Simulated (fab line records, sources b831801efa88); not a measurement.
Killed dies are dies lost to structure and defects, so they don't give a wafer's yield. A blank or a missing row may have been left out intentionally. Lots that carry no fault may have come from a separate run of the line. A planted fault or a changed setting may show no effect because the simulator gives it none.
The tool behind it: which one?	flow sky130	6 lots with 18 wafers sampled at 3 steps, on a route of 708 steps

## WHAT EACH GAUGE READ, for each wafer
SKY_LOCAL_INTERCONNECT_OVL_MEAS_12.
lot	measured	on	LOCAL_INTERCONNECT_OVL (nm)
L184	day 30 10:56	overlay-02	7 3 3
L187	day 31 19:05	overlay-02	-4 1 -3
L192	day 33 13:07	overlay-01	1 -1 0
L201	day 36 20:13	overlay-01	4 -1 -7
L203	day 37 03:19	overlay-01	4 1 -3
L205	day 37 19:47	overlay-01	-6 -6 3

## EACH LOT AND THE TOOL THAT RAN IT (in order: tool; ch and the chambers of the sampled wafers; start)
lot	SKY_LI_CONTACT_CVD_21	SKY_LI_CONTACT_CMP_24
L184	cvdW-01 ch 0,1, day 29 06:16	cmp-01 ch 1,2,3, day 29 06:37
L187	cvdW-01 ch 0,1, day 30 14:00	cmp-01 ch 1,2, day 30 14:21
L192	cvdW-01 ch 0,1, day 32 10:03	cmp-02 ch 0,1,2, day 32 10:21
L201	cvdW-01 ch 0, day 35 17:24	cmp-02 ch 1,2, day 35 17:44
L203	cvdW-02 ch 0,1, day 36 00:24	cmp-02 ch 2,3, day 36 00:43
L205	cvdW-01 ch 0,1, day 36 16:55	cmp-02 ch 0,1,3, day 36 17:17
- SKY_LI_CONTACT_CVD_21: deposits W, target thk 400 nm, time 120.56 s.
- SKY_LI_CONTACT_CMP_24: polishes, stops on PSG, t overpolish 20 s, target thk 0 nm.

## THE ANSWER, worked out from the rows above alone
Rule: the lots themselves supply what counts as usual. The widest of any qualifying gaps counts: lots, ordered by their means at a reading, are off when they make up no more than a third of the lots, leave a main group of 4 or more, and stand apart from it by 3 or more times the standard deviation of that group's means. A main group is skipped when, at the precision printed for the reading in the tables above, its means are all equal. A lot without any number at a reading at which 4 lots or more have one is off too. The other lots that the step has rows for count as sound.
No lot is off on any of the readings shown, so nothing can be concluded from this.

## WHAT WAS PUT IN BY THE SIMULATOR
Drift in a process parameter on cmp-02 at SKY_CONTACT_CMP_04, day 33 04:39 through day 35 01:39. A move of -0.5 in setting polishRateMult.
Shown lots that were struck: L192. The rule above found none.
